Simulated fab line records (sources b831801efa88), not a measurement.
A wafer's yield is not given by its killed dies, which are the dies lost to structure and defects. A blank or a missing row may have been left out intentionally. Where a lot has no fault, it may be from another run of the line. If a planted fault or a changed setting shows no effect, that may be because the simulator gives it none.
Which tool is to blame? :: flow sky130 :: 15 lots, 44 wafers sampled, at 2 steps of a route of 708

== WHAT THE GAUGES SHOWED, per wafer ==
No reading from a measuring or inspecting step in the record can be judged against a usual standard deviation.

== WHAT TOOL EACH LOT RAN ON (gives the tool, then ch and the chambers of the sampled wafers, and finally the start) ==
lot: L796
SKY_FIELD_ISO_ETCH_17: rie si-02 ch 0,2,3, day 2 05:51
SKY_PAD_OPEN_PROBE_99: prober-02, day 47 08:09

lot: L797
SKY_FIELD_ISO_ETCH_17: rie si-01 ch 0,1,3, day 2 10:40
SKY_PAD_OPEN_PROBE_99: prober-02, day 47 16:17

lot: L798
SKY_FIELD_ISO_ETCH_17: rie si-02 ch 2,3, day 2 15:06
SKY_PAD_OPEN_PROBE_99: prober-01, day 47 15:42

lot: L799
SKY_FIELD_ISO_ETCH_17: rie si-01 ch 0,3, day 2 21:19
SKY_PAD_OPEN_PROBE_99: prober-01, day 47 22:37

lot: L800
SKY_FIELD_ISO_ETCH_17: rie si-02 ch 0,2,3, day 3 02:48
SKY_PAD_OPEN_PROBE_99: prober-02, day 48 05:19

lot: L801
SKY_FIELD_ISO_ETCH_17: rie si-01 ch 1,2,3, day 3 08:40
SKY_PAD_OPEN_PROBE_99: prober-01, day 48 12:10

lot: L802
SKY_FIELD_ISO_ETCH_17: rie si-01 ch 1,3, day 3 14:30
SKY_PAD_OPEN_PROBE_99: prober-02, day 48 16:28

lot: L803
SKY_FIELD_ISO_ETCH_17: rie si-02 ch 0,1,3, day 3 19:02
SKY_PAD_OPEN_PROBE_99: prober-01, day 49 01:08

lot: L804
SKY_FIELD_ISO_ETCH_17: rie si-02 ch 0,1,2, day 4 00:54
SKY_PAD_OPEN_PROBE_99: prober-02, day 49 12:27

lot: L805
SKY_FIELD_ISO_ETCH_17: rie si-02 ch 0,2,3, day 4 06:46
SKY_PAD_OPEN_PROBE_99: prober-01, day 49 15:07

lot: L806
SKY_FIELD_ISO_ETCH_17: rie si-02 ch 0,2,3, day 4 10:41
SKY_PAD_OPEN_PROBE_99: prober-01, day 49 23:08

lot: L807
SKY_FIELD_ISO_ETCH_17: rie si-01 ch 0,2,3, day 4 13:59
SKY_PAD_OPEN_PROBE_99: prober-02, day 50 04:46

lot: L808
SKY_FIELD_ISO_ETCH_17: rie si-02 ch 2,3, day 4 22:33
SKY_PAD_OPEN_PROBE_99: prober-01, day 50 09:43

lot: L817
SKY_FIELD_ISO_ETCH_17: rie si-01 ch 1,2, day 6 19:19
SKY_PAD_OPEN_PROBE_99: prober-01, day 51 23:59

lot: L819
SKY_FIELD_ISO_ETCH_17: rie si-02 ch 1,2,3, day 7 04:21
SKY_PAD_OPEN_PROBE_99: prober-02, day 52 01:28
- SKY_FIELD_ISO_ETCH_17: etches Si in HBr/Cl2/O2, target depth 342 nm, time 97.7 s.
- SKY_PAD_OPEN_PROBE_99

== WHAT THE TOOLS THEMSELVES READ (means of the sampled wafers that have a number; where no wafer has one, the mark that the record gives instead) ==
SKY_FIELD_ISO_ETCH_17. Usual: chamber pressure mTorr 14.999 mTorr, standard deviation 0.015; drypump motor current A 5.55 A, standard deviation 0.27; oes product au 1.006 a.u., standard deviation 0.0076; throttle valve pct 25.652 %, standard deviation 0.011.
lot: L796
tool: rie si-02
chamber pressure mTorr (mTorr): 14.995
drypump motor current A (A): 5.38
oes product au (a.u.): 1.005
throttle valve pct (%): 25.654
flag: 

lot: L797
tool: rie si-01
chamber pressure mTorr (mTorr): 15.020
drypump motor current A (A): 5.54
oes product au (a.u.): 1.000
throttle valve pct (%): 25.657
flag: 

lot: L798
tool: rie si-02
chamber pressure mTorr (mTorr): 15.014
drypump motor current A (A): 5.47
oes product au (a.u.): 1.003
throttle valve pct (%): 25.650
flag: 

lot: L799
tool: rie si-01
chamber pressure mTorr (mTorr): 14.985
drypump motor current A (A): 5.47
oes product au (a.u.): 1.013
throttle valve pct (%): 25.644
flag: 

lot: L800
tool: rie si-02
chamber pressure mTorr (mTorr): 15.004
drypump motor current A (A): 5.40
oes product au (a.u.): 1.007
throttle valve pct (%): 25.653
flag: 

lot: L801
tool: rie si-01
chamber pressure mTorr (mTorr): 14.988
drypump motor current A (A): 5.59
oes product au (a.u.): 1.010
throttle valve pct (%): 25.660
flag: 

lot: L802
tool: rie si-01
chamber pressure mTorr (mTorr): 14.995
drypump motor current A (A): 5.47
oes product au (a.u.): 1.001
throttle valve pct (%): 25.666
flag: 

lot: L803
tool: rie si-02
chamber pressure mTorr (mTorr): 14.999
drypump motor current A (A): 5.68
oes product au (a.u.): 1.012
throttle valve pct (%): 25.646
flag: 

lot: L804
tool: rie si-02
chamber pressure mTorr (mTorr): 15.013
drypump motor current A (A): 5.48
oes product au (a.u.): 1.007
throttle valve pct (%): 25.656
flag: 

lot: L805
tool: rie si-02
chamber pressure mTorr (mTorr): 14.986
drypump motor current A (A): 5.39
oes product au (a.u.): 1.086
throttle valve pct (%): 25.594
flag: OFF

lot: L806
tool: rie si-02
chamber pressure mTorr (mTorr): 14.997
drypump motor current A (A): 5.39
oes product au (a.u.): 1.177
throttle valve pct (%): 25.534
flag: OFF

lot: L807
tool: rie si-01
chamber pressure mTorr (mTorr): 14.987
drypump motor current A (A): 5.64
oes product au (a.u.): 1.007
throttle valve pct (%): 25.642
flag: 

lot: L808
tool: rie si-02
chamber pressure mTorr (mTorr): 14.998
drypump motor current A (A): 5.36
oes product au (a.u.): 1.120
throttle valve pct (%): 25.573
flag: OFF

lot: L817
tool: rie si-01
chamber pressure mTorr (mTorr): 15.017
drypump motor current A (A): 5.79
oes product au (a.u.): 1.009
throttle valve pct (%): 25.653
flag: 

lot: L819
tool: rie si-02
chamber pressure mTorr (mTorr): 15.002
drypump motor current A (A): 5.56
oes product au (a.u.): 1.011
throttle valve pct (%): 25.645
flag: 

SKY_PAD_OPEN_PROBE_99. Usual: killed_at_M0_to_M3 43, standard deviation 7; killed_at_M4_up 3.1, standard deviation 1.5; killed at contacts 23, standard deviation 4.9; killed at front end 16, standard deviation 3.9; killed at other 0.3, standard deviation 0.52; killed dies 86, standard deviation 8.2; killed on rim 16, standard deviation 3.7; killed open 47, standard deviation 6.1; killed short 38, standard deviation 5.8.
lot: L796
tool: prober-02
killed_at_M0_to_M3: 38
killed_at_M4_up: 2.7
killed at contacts: 25
killed at front end: 16
killed at other: 0.0
killed dies: 81
killed on rim: 19
killed open: 44
killed short: 37
flag: 

lot: L797
tool: prober-02
killed_at_M0_to_M3: 44
killed_at_M4_up: 3.7
killed at contacts: 23
killed at front end: 16
killed at other: 0.0
killed dies: 86
killed on rim: 12
killed open: 49
killed short: 37
flag: 

lot: L798
tool: prober-01
killed_at_M0_to_M3: 34
killed_at_M4_up: 2.7
killed at contacts: 26
killed at front end: 19
killed at other: 0.3
killed dies: 81
killed on rim: 18
killed open: 44
killed short: 36
flag: 

lot: L799
tool: prober-01
killed_at_M0_to_M3: 46
killed_at_M4_up: 4.0
killed at contacts: 21
killed at front end: 17
killed at other: 0.0
killed dies: 88
killed on rim: 16
killed open: 50
killed short: 37
flag: 

lot: L800
tool: prober-02
killed_at_M0_to_M3: 46
killed_at_M4_up: 3.0
killed at contacts: 23
killed at front end: 13
killed at other: 0.3
killed dies: 85
killed on rim: 17
killed open: 47
killed short: 37
flag: 

lot: L801
tool: prober-01
killed_at_M0_to_M3: 50
killed_at_M4_up: 3.3
killed at contacts: 21
killed at front end: 14
killed at other: 0.0
killed dies: 89
killed on rim: 19
killed open: 50
killed short: 38
flag: 

lot: L802
tool: prober-02
killed_at_M0_to_M3: 42
killed_at_M4_up: 5.7
killed at contacts: 21
killed at front end: 16
killed at other: 0.0
killed dies: 85
killed on rim: 19
killed open: 47
killed short: 36
flag: 

lot: L803
tool: prober-01
killed_at_M0_to_M3: 43
killed_at_M4_up: 2.3
killed at contacts: 23
killed at front end: 17
killed at other: 0.7
killed dies: 86
killed on rim: 19
killed open: 47
killed short: 38
flag: 

lot: L804
tool: prober-02
killed_at_M0_to_M3: 43
killed_at_M4_up: 4.3
killed at contacts: 20
killed at front end: 18
killed at other: 0.0
killed dies: 86
killed on rim: 18
killed open: 47
killed short: 39
flag: 

lot: L805
tool: prober-01
killed_at_M0_to_M3: 38
killed_at_M4_up: 3.3
killed at contacts: 15
killed at front end: 19
killed at other: 0.7
killed dies: 76
killed on rim: 18
killed open: 41
killed short: 34
flag: 

lot: L806
tool: prober-01
killed_at_M0_to_M3: 39
killed_at_M4_up: 2.3
killed at contacts: 21
killed at front end: 15
killed at other: 0.0
killed dies: 78
killed on rim: 13
killed open: 40
killed short: 37
flag: 

lot: L807
tool: prober-02
killed_at_M0_to_M3: 51
killed_at_M4_up: 3.7
killed at contacts: 17
killed at front end: 15
killed at other: 0.7
killed dies: 88
killed on rim: 18
killed open: 49
killed short: 39
flag: 

lot: L808
tool: prober-01
killed_at_M0_to_M3: 44
killed_at_M4_up: 3.0
killed at contacts: 24
killed at front end: 15
killed at other: 0.5
killed dies: 87
killed on rim: 19
killed open: 46
killed short: 41
flag: 

lot: L817
tool: prober-01
killed_at_M0_to_M3: 45
killed_at_M4_up: 2.7
killed at contacts: 25
killed at front end: 14
killed at other: 0.3
killed dies: 86
killed on rim: 16
killed open: 41
killed short: 44
flag: 

lot: L819
tool: prober-02
killed_at_M0_to_M3: 43
killed_at_M4_up: 3.3
killed at contacts: 22
killed at front end: 16
killed at other: 0.3
killed dies: 84
killed on rim: 11
killed open: 44
killed short: 41
flag: 

== THE ANSWER, worked out from the rows above alone ==
Rule: take the mean of a lot's wafers that have a number; if it is more than 3 standard deviations from the usual mean, the lot is off. Also off: a lot with no number at a reading for which 4 or more lots have one. The other lots that the step has rows for count as sound. The gauges are gone through in route order, then the tools' own readings, and for those a lot's mean is taken as printed above. At the first step where some lot is off, the reading lying furthest off is the one used; lots without a number count as furthest.
Off: L805, L806, L808, at SKY_FIELD_ISO_ETCH_17 (oes product au).
If a tool, at that step or one of the process steps before it, ran each lot that is off and ran no sound lot following the first of them, it fits. Of those tried, none fits.

== WHAT THE SIMULATOR HAD PUT IN ==
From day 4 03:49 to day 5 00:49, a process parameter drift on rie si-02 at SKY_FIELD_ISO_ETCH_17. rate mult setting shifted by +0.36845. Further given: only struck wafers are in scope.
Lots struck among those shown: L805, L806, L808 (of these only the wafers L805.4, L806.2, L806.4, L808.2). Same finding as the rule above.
